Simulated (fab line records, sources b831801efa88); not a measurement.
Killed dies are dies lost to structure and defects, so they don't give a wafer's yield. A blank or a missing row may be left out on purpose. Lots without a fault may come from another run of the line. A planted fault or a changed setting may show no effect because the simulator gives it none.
fab line records | flow sky130
record lots=10 wafers=30 last_day=50
route steps=708 shown LOCAL_INTERCONNECT@401 CONTACT@420 METAL1@436 PAD_OPEN@708
lots that met no fault: from a run of the same line without faults
start_h: hours from the record's first day to the start of the lot's first wafer shown | wait_h: hours since the lot's step before | " the same as in the row above | L1.1+2: a row that stands for several wafers | - no value, or no start given | * or withheld: withheld | < > ~ a bound
route shown NAME@n: a module of which the file shows steps, and the number in the route of the first | usual: mean/standard deviation of fault-free wafers | same: alike in all rows | chamber/n: place in a boat | sites: the reading at each site | _std_site: their standard deviation | _edge_site: outer sites' mean less inner sites' | radius_mm: how far each site lies from the wafer's centre | mask NAME#n: copy n | behind: the tool/chamber that last shaped the wafer | hold: why the lot was held/for how many hours/how that ended | device: the transistor (n, p or np) that didn't switch | end of line: the same wafers' tests at the end of the route | a step without rows: its recipe alone | killed: dies lost to structure and defects at the first sort, not the wafer's yield | map: a wafer's dies, x killed, . not, _ none there
set.NAME: the setting as run; set.NAME@STEP: as run at that earlier step | model.NAME: the simulator's own value behind a step, which no gauge read
steps of the route over a sample of lots; a table a step, a row a wafer
services: from which hour (start_h, from the record's first day; less than 0 if before it) a tool's chamber was out of use, for how many hours, and why
## steps
# step SKY_LOCAL_INTERCONNECT_METAL_ETCH_14
# recipe target_depth_nm=110 stop_on=PSG chemistry=Cl2/BCl3 target=TiN resist_sidewall_deg=88 pressure_mtorr=10 icp_w=900 bias_w=48.5 Cl2_flow_sccm=60 bcl3_flow_sccm=30 time_s=31.4
# usual drypump_motor_current_A=5.7/0.35 oes_product_au=0.945/0.0087 throttle_valve_pct=21.899/0.01
# columns lot.wafer tool chamber start_h wait_h drypump_motor_current_A oes_product_au rf_hours_counter_h throttle_valve_pct
L504.1 rie_metal-04 0 710.29 0.0 6.1 0.942 10 21.902
L504.3 " 1 " " 5.8 0.949 - 21.889
L504.6 " 0 " " 6.1 0.938 - 21.895
L505.4 rie_metal-04 0 723.15 0.0 6.1 0.944 - 21.897
L505.5 " 1 " " 5.8 0.945 - 21.905
L505.6 " 0 " " 6.0 0.945 - 21.885
L506.1 rie_metal-01 1 740.86 0.0 5.7 0.954 3 21.898
L506.2 " 0 " " 6.1 0.943 6 21.899
L506.3 " 1 " " 5.7 0.946 - 21.898
L510.1 rie_metal-01 0 759.36 0.0 6.1 0.953 7 21.899
L510.2 " 1 " " 5.7 0.951 4 21.888
L510.6 " 0 " " 6.1 0.955 - 21.891
L513.3 rie_metal-01 1 786.57 0.0 5.7 0.944 - 21.906
L513.4 " 0 " " 6.1 0.941 - 21.899
L513.6 " 1 " " 5.7 0.938 - 21.911
L512.3 rie_metal-01 0 791.22 0.0 6.1 0.949 - 21.904
L512.4 " 1 " " 5.7 0.931 - 21.900
L512.5 " 1 " " 5.7 0.938 - 21.894
L518.3 rie_metal-02 1 821.80 0.0 5.5 0.956 - 21.895
L518.4 " 0 " " 5.1 0.953 - 21.896
L518.6 " 1 " " 5.5 0.961 - 21.900
L519.2 rie_metal-04 1 827.83 0.0 5.9 0.942 10 21.906
L519.3 " 0 " " 6.1 0.940 - 21.915
L519.4 " 1 " " 5.8 0.939 - 21.909
L522.1 rie_metal-02 0 864.93 0.0 5.0 0.941 6 21.922
L522.3 " 0 " " 5.0 0.929 - 21.894
L522.5 " 0 " " 5.0 0.935 - 21.925
L526.1 rie_metal-01 0 879.43 0.0 6.1 0.938 11 21.916
L526.4 " 1 " " 5.7 0.937 - 21.910
L526.5 " 0 " " 6.1 0.938 - 21.905
# step SKY_CONTACT_CD_MEAS_14
# recipe target_cd_nm=170
# usual cd_nm=170.4/1.2
# columns lot.wafer tool chamber start_h wait_h cd_nm
L504.1 cd_sem-02 - 738.66 - 171.7
L504.3 " - " " 170.4
L504.6 " - " " 172.6
L505.4 cd_sem-02 - 751.87 - 169.1
L505.5 " - " " 171.1
L505.6 " - " " 170.2
L506.1 cd_sem-01 - 769.11 - 172.0
L506.2 " - " " 171.2
L506.3 " - " " 173.6
L510.1 cd_sem-01 - 787.17 - 168.8
L510.2 " - " " 170.4
L510.6 " - " " 168.5
L513.3 cd_sem-02 - 813.85 - 170.6
L513.4 " - " " 170.4
L513.6 " - " " 171.1
L512.3 cd_sem-02 - 818.95 - 171.4
L512.4 " - " " 170.7
L512.5 " - " " 170.5
L518.3 cd_sem-02 - 849.88 - 169.8
L518.4 " - " " 169.7
L518.6 " - " " 169.6
L519.2 cd_sem-01 - 855.03 - 169.6
L519.3 " - " " 169.5
L519.4 " - " " 169.6
L522.1 cd_sem-02 - 892.94 - 170.8
L522.3 " - " " 170.1
L522.5 " - " " 171.4
L526.1 cd_sem-01 - 906.41 - 169.9
L526.4 " - " " 169.3
L526.5 " - " " 169.8
# step SKY_METAL1_SPUTTER_02
# recipe material=AlCu target_thk_nm=250 power_w=10600 time_s=13.3 chamber_pressure_pa=0.4
# usual throttle_valve_pct=29.9/1.1
# columns lot.wafer tool chamber start_h wait_h throttle_valve_pct
L504.1 pvd_sputter-03 - 740.30 0.0 31.1
L504.3 " - " " 28.8
L504.6 " - " " 31.3
L505.4 pvd_sputter-03 - 753.88 0.0 30.7
L505.5 " - " " 30.9
L505.6 " - " " 28.8
L506.1 pvd_sputter-03 - 770.72 0.0 31.4
L506.2 " - " " 29.0
L506.3 " - " " 31.0
L510.1 pvd_sputter-04 - 788.75 0.0 29.3
L510.2 " - " " 28.2
L510.6 " - " " 29.3
L513.3 pvd_sputter-03 - 815.46 0.0 30.8
L513.4 " - " " 28.9
L513.6 " - " " 29.7
L512.3 pvd_sputter-03 - 820.57 0.0 28.8
L512.4 " - " " 29.8
L512.5 " - " " 31.1
L518.3 pvd_sputter-02 - 851.43 0.0 30.8
L518.4 " - " " 30.1
L518.6 " - " " 30.9
L519.2 pvd_sputter-04 - 856.59 0.0 30.4
L519.3 " - " " 28.3
L519.4 " - " " 30.5
L522.1 pvd_sputter-02 - 894.53 0.0 30.5
L522.3 " - " " 28.0
L522.5 " - " " 30.5
L526.1 pvd_sputter-02 - 908.02 0.0 30.3
L526.4 " - " " 27.7
L526.5 " - " " 30.4
# step SKY_METAL1_SPUTTER_04
# recipe material=TiN target_thk_nm=70 power_w=6500 time_s=58.3 chamber_pressure_pa=0.4
# usual throttle_valve_pct=29.9/1.1
# columns lot.wafer tool chamber start_h wait_h throttle_valve_pct
L504.1 pvd_sputter-03 - 740.34 0.0 31.0
L504.3 " - " " 28.7
L504.6 " - " " 31.5
L505.4 pvd_sputter-03 - 753.92 0.0 31.0
L505.5 " - " " 30.8
L505.6 " - " " 28.8
L506.1 pvd_sputter-03 - 770.77 0.0 31.7
L506.2 " - " " 29.0
L506.3 " - " " 31.1
L510.1 pvd_sputter-04 - 788.79 0.0 29.3
L510.2 " - " " 28.6
L510.6 " - " " 29.3
L513.3 pvd_sputter-03 - 815.50 0.0 31.4
L513.4 " - " " 28.7
L513.6 " - " " 29.6
L512.3 pvd_sputter-03 - 820.62 0.0 28.9
L512.4 " - " " 29.6
L512.5 " - " " 30.9
L518.3 pvd_sputter-02 - 851.47 0.0 30.8
L518.4 " - " " 30.0
L518.6 " - " " 30.7
L519.2 pvd_sputter-04 - 856.63 0.0 30.0
L519.3 " - " " 28.3
L519.4 " - " " 30.4
L522.1 pvd_sputter-02 - 894.57 0.0 30.1
L522.3 " - " " 28.0
L522.5 " - " " 30.2
L526.1 pvd_sputter-02 - 908.06 0.0 30.4
L526.4 " - " " 27.9
L526.5 " - " " 30.2
# step SKY_METAL1_RS_MEAS_05
# recipe thk_meas_gauge=four-point-probe reads=TiN_of_METAL1_SPUTTER_04+Ti_of_METAL1_SPUTTER_03+AlCu_of_METAL1_SPUTTER_02+TiN_of_METAL1_SPUTTER_01+Ti_of_METAL1_SPUTTER_00
# usual METAL1_ALCU_RS=0.1261/0.0017
# columns lot.wafer tool chamber start_h wait_h METAL1_ALCU_RS[ohm/sq]
L504.1 film_metro-01 - 740.39 0.0 0.1265
L504.3 " - " " 0.1257
L504.6 " - " " 0.1265
L505.4 film_metro-04 - 754.03 0.1 0.1264
L505.5 " - " " 0.1254
L505.6 " - " " 0.1239
L506.1 film_metro-02 - 770.82 0.0 0.1267
L506.2 " - " " 0.1251
L506.3 " - " " 0.1271
L510.1 film_metro-02 - 788.84 0.0 0.1246
L510.2 " - " " 0.1280
L510.6 " - " " 0.1250
L513.3 film_metro-04 - 815.59 0.1 0.1246
L513.4 " - " " 0.1247
L513.6 " - " " 0.1220
L512.3 film_metro-02 - 820.71 0.1 0.1281
L512.4 " - " " 0.1248
L512.5 " - " " 0.1814
L518.3 film_metro-02 - 851.56 0.1 0.1270
L518.4 " - " " 0.1293
L518.6 " - " " 0.1277
L519.2 film_metro-01 - 856.70 0.0 0.1279
L519.3 " - " " 0.1259
L519.4 " - " " 0.1251
L522.1 film_metro-02 - 894.62 0.0 0.1273
L522.3 " - " " 0.1282
L522.5 " - " " 0.1284
L526.1 film_metro-04 - 908.11 0.0 0.1283
L526.4 " - " " 0.1287
L526.5 " - " " 0.1296
# step SKY_METAL1_THK_MEAS_06
# recipe thk_meas_gauge=xrf reads=AlCu_of_METAL1_SPUTTER_02
# usual METAL1_ALCU_THK=250/3.5
# columns lot.wafer tool chamber start_h wait_h METAL1_ALCU_THK[nm]
L504.1 film_metro-01 - 740.51 0.1 251
L504.3 " - " " 250
L504.6 " - " " 247
L505.4 film_metro-04 - 754.12 0.1 251
L505.5 " - " " 252
L505.6 " - " " 255
L506.1 film_metro-02 - 770.94 0.1 248
L506.2 " - " " 251
L506.3 " - " " 248
L510.1 film_metro-02 - 788.96 0.1 252
L510.2 " - " " 246
L510.6 " - " " 252
L513.3 film_metro-04 - 815.69 0.1 252
L513.4 " - " " 251
L513.6 " - " " 257
L512.3 film_metro-02 - 820.81 0.1 245
L512.4 " - " " 253
L512.5 " - " " 176
L518.3 film_metro-02 - 851.66 0.1 250
L518.4 " - " " 245
L518.6 " - " " 247
L519.2 film_metro-01 - 856.81 0.1 246
L519.3 " - " " 250
L519.4 " - " " 252
L522.1 film_metro-02 - 894.74 0.1 248
L522.3 " - " " 244
L522.5 " - " " 246
L526.1 film_metro-04 - 908.23 0.1 246
L526.4 " - " " 246
L526.5 " - " " 243
# step SKY_METAL1_METAL_ETCH_19
# recipe target_depth_a=3600 stop_on=SiO2 over_etch_frac=0.3 time_s=78 chemistry=Cl2/BCl3 resist_sidewall_deg=88 pressure_mtorr=10 icp_w=900 bias_w=48.5 Cl2_flow_sccm=60 bcl3_flow_sccm=30
# usual drypump_motor_current_A=5.84/0.23 oes_product_au=0.855/0.0062 throttle_valve_pct=22.264/0.0091
# columns lot.wafer tool chamber start_h wait_h drypump_motor_current_A oes_product_au rf_hours_counter_h throttle_valve_pct
L504.1 rie_metal-04 0 767.42 0.0 6.04 0.857 12 22.281
L504.3 " 0 " " 6.05 0.854 - 22.268
L504.6 " 0 " " 6.04 0.856 - 22.269
L505.4 rie_metal-04 0 781.09 0.1 6.04 0.857 - 22.270
L505.5 " 0 " " 6.06 0.862 - 22.257
L505.6 " 1 " " 5.86 0.856 - 22.272
L506.1 rie_metal-01 1 797.72 0.0 5.73 0.850 5 22.273
L506.2 " 0 " " 6.09 0.854 8 22.264
L506.3 " 1 " " 5.74 0.847 - 22.287
L510.1 rie_metal-01 0 815.41 0.0 6.14 0.857 8 22.262
L510.2 " 1 " " 5.71 0.852 6 22.267
L510.6 " 0 " " 6.12 0.856 - 22.264
L513.3 rie_metal-04 1 841.00 0.1 5.84 0.859 - 22.259
L513.4 " 0 " " 6.04 0.865 - 22.248
L513.6 " 0 " " 6.04 0.851 - 22.261
L512.3 rie_metal-03 0 847.24 0.1 5.82 0.855 - 22.275
L512.4 " 1 " " 5.36 0.857 - 22.278
L512.5 " 0 " " 5.83 0.786 - 22.259
L518.3 rie_metal-03 1 877.44 0.1 5.37 0.851 - 22.279
L518.4 " 0 " " 5.80 0.850 - 22.266
L518.6 " 1 " " 5.39 0.852 - 22.254
L519.2 rie_metal-03 0 882.81 0.0 5.80 0.855 5 22.257
L519.3 " 1 " " 5.40 0.855 - 22.263
L519.4 " 0 " " 5.83 0.857 - 22.262
L522.1 rie_metal-03 1 919.56 0.0 5.41 0.847 12 22.274
L522.3 " 1 " " 5.38 0.854 - 22.262
L522.5 " 0 " " 5.83 0.849 - 22.268
L526.1 rie_metal-04 1 932.36 0.0 5.84 0.852 15 22.280
L526.4 " 1 " " 5.85 0.849 - 22.261
L526.5 " 0 " " 6.06 0.846 - 22.263
# step SKY_PAD_OPEN_PROBE_99
# usual defect_limited_yield=82.7/2.1 killed_at_M0_to_M3=43/7.2 killed_at_M4_up=3.2/1.8 killed_at_contacts=23/5.6 killed_at_front_end=15/4.6 killed_at_other=0.3/0.71 killed_dies=85/10 killed_open=46/7.8 killed_short=38/6.5 sort_bin_3_pad_short=0.8/0.38 sort_bin_5_function=10.2/1.5 sort_bin_6_memory=6.3/1.2 sort_n_pass=407/10 sort_yield_pct=82.7/2.1
# same gross_dies=492 killed_at_back_side=0 sort_bin_4_leakage[%]=0 sort_bin_8_speed[%]=0
# columns lot.wafer tool chamber start_h wait_h defect_limited_yield[%] killed_at_M0_to_M3 killed_at_M4_up killed_at_contacts killed_at_front_end killed_at_other killed_dies killed_open killed_short sort_bin_3_pad_short[%] sort_bin_5_function[%] sort_bin_6_memory[%] sort_n_pass sort_yield_pct[%]
L504.1 prober-02 - 1077.14 0.1 85.4 39 1 19 13 0 72 35 37 0.8 8.3 5.5 420 85.4
L504.3 prober-02 - 1077.24 0.2 82.3 43 3 26 14 1 87 50 36 0.8 10.6 6.3 405 82.3
L504.6 prober-02 - 1077.39 0.2 82.9 57 4 10 10 3 84 41 40 0.6 10.4 6.1 408 82.9
L510.1 prober-01 - 1115.74 0.1 82.3 34 5 33 15 0 87 46 40 0.4 10.8 6.5 405 82.3
L510.2 prober-01 - 1115.79 0.1 81.7 47 4 22 17 0 90 50 40 0.4 10.8 7.1 402 81.7
L510.6 prober-01 - 1115.99 0.2 81.5 42 2 29 18 0 91 48 43 0.4 12.4 5.7 401 81.5
L513.3 prober-01 - 1134.95 0.2 84.6 30 3 24 19 0 76 41 35 0.2 9.3 5.9 416 84.6
L513.4 prober-01 - 1135.00 0.2 81.7 48 1 23 18 0 90 57 33 0.4 11.2 6.7 402 81.7
L513.6 prober-01 - 1135.10 0.2 84.3 44 1 17 15 0 77 40 37 1.0 7.3 7.3 415 84.3
# killed by level:class
L504.1 METAL1:geometric_particle:short=11 VIA3:geometric_particle:open=7 VIA1:geometric_particle:open=6 LI_CONTACT:geometric_particle:open=5 POLY_GATE:geometric_particle:short=4 LOCAL_INTERCONNECT:geometric_particle:short=4 CONTACT:geometric_particle:open=4 FIELD_ISO:geometric_particle:open=3
L504.3 CONTACT:geometric_particle:open=12 VIA1:geometric_particle:open=11 VIA3:geometric_particle:open=8 POLY_GATE:geometric_particle:open=5 METAL2:geometric_particle:short=5 FIELD_ISO:geometric_particle:short=4 LI_CONTACT:geometric_particle:short=4 LOCAL_INTERCONNECT:geometric_particle:short=4
L504.6 VIA1:geometric_particle:open=12 METAL2:geometric_particle:short=9 METAL1:geometric_particle:short=7 VIA3:geometric_particle:open=6 VIA2:geometric_particle:open=6 VIA3:geometric_particle:short=6 VIA1:geometric_particle:short=5 FIELD_ISO:geometric_particle:short=3
L510.1 CONTACT:geometric_particle:open=12 LI_CONTACT:geometric_particle:open=9 FIELD_ISO:geometric_particle:short=6 VIA2:geometric_particle:open=5 CONTACT:geometric_particle:short=5 METAL1:geometric_particle:short=5 VIA1:geometric_particle:open=5 LOCAL_INTERCONNECT:geometric_particle:short=4
L510.2 VIA1:geometric_particle:open=13 VIA3:geometric_particle:open=9 LI_CONTACT:geometric_particle:open=5 METAL2:geometric_particle:short=5 FIELD_ISO:geometric_particle:short=4 POLY_GATE:geometric_particle:open=4 LI_CONTACT:geometric_particle:short=4 LOCAL_INTERCONNECT:geometric_particle:short=4
L510.6 CONTACT:geometric_particle:open=12 VIA2:geometric_particle:open=10 LI_CONTACT:geometric_particle:open=8 VIA2:geometric_particle:short=8 VIA1:geometric_particle:open=6 POLY_GATE:geometric_particle:short=5 VIA1:geometric_particle:short=5 FIELD_ISO:geometric_particle:open=4
L513.3 LI_CONTACT:geometric_particle:open=7 FIELD_ISO:geometric_particle:open=5 CONTACT:geometric_particle:open=5 VIA2:geometric_particle:open=5 FIELD_ISO:geometric_particle:short=4 LI_CONTACT:geometric_particle:short=4 CONTACT:geometric_particle:short=4 VIA1:geometric_particle:open=4
L513.4 VIA2:geometric_particle:open=11 VIA3:geometric_particle:open=10 CONTACT:geometric_particle:open=9 VIA1:geometric_particle:open=7 POLY_GATE:geometric_particle:open=5 METAL1:geometric_particle:open=4 LI_CONTACT:geometric_particle:open=4 CONTACT:geometric_particle:short=4
L513.6 VIA1:geometric_particle:open=9 VIA3:geometric_particle:open=8 CONTACT:geometric_particle:open=6 POLY_GATE:geometric_particle:short=5 VIA2:geometric_particle:open=5 LOCAL_INTERCONNECT:geometric_particle:short=5 VIA2:geometric_particle:short=5 VIA1:geometric_particle:short=4
## services
# columns tool chamber start_h hours kind
pvd_sputter-02 1 693.13 - consumable_replace:kit
pvd_sputter-02 1 693.13 18.0 scheduled_down
pvd_sputter-02 1 693.13 18.0 vent_cycle
pvd_sputter-04 - 701.80 4.4 repair
pvd_sputter-04 - 710.67 3.2 repair
pvd_sputter-03 - 712.67 1.9 repair
rie_metal-03 1 763.11 3.6 repair
rie_metal-02 1 804.14 6.5 repair
pvd_sputter-03 - 806.46 5.6 repair
pvd_sputter-02 - 819.61 9.3 repair
pvd_sputter-02 - 821.36 15.1 repair
rie_metal-03 0 840.03 2.3 repair
rie_metal-04 1 859.94 6.9 repair
pvd_sputter-02 - 867.83 2.4 repair
pvd_sputter-02 0 875.79 - consumable_replace:kit
rie_metal-03 - 904.52 0.4 repair
pvd_sputter-03 3 906.36 - consumable_replace:kit
pvd_sputter-03 3 906.36 18.0 scheduled_down
pvd_sputter-03 3 906.36 18.0 vent_cycle
rie_metal-04 0 906.49 - clean
rie_metal-04 0 906.49 14.7 scheduled_down
rie_metal-04 0 906.49 14.7 vent_cycle
rie_metal-01 - 911.56 2.8 pm
pvd_sputter-03 - 924.54 0.7 repair
## key
first_sign step=SKY_METAL1_RS_MEAS_05 reading=METAL1_ALCU_RS direction=up sigmas=32 usual=0.1261 struck=0.1814
effect step=SKY_METAL1_THK_MEAS_06 reading=METAL1_ALCU_THK direction=down sigmas=21 usual=250 struck=176
effect step=SKY_METAL1_METAL_ETCH_19 reading=oes_product_au direction=down sigmas=11 usual=0.855 struck=0.786
met_at SKY_METAL1_SPUTTER_02
struck_lots L512
struck_wafers L512.5
not_acting_at SKY_LOCAL_INTERCONNECT_METAL_ETCH_14,SKY_CONTACT_CD_MEAS_14,SKY_METAL1_SPUTTER_04
onset_between 815.46 820.57
fault kind=process_parameter_drift tool=pvd_sputter-03 chamber=- onset_h=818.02 steps=SKY_METAL1_SPUTTER_02 channel=target_thk_nm offset=-71.733 shape=step acts_in=these_recipes_only stated=250 scope=struck_wafers_only
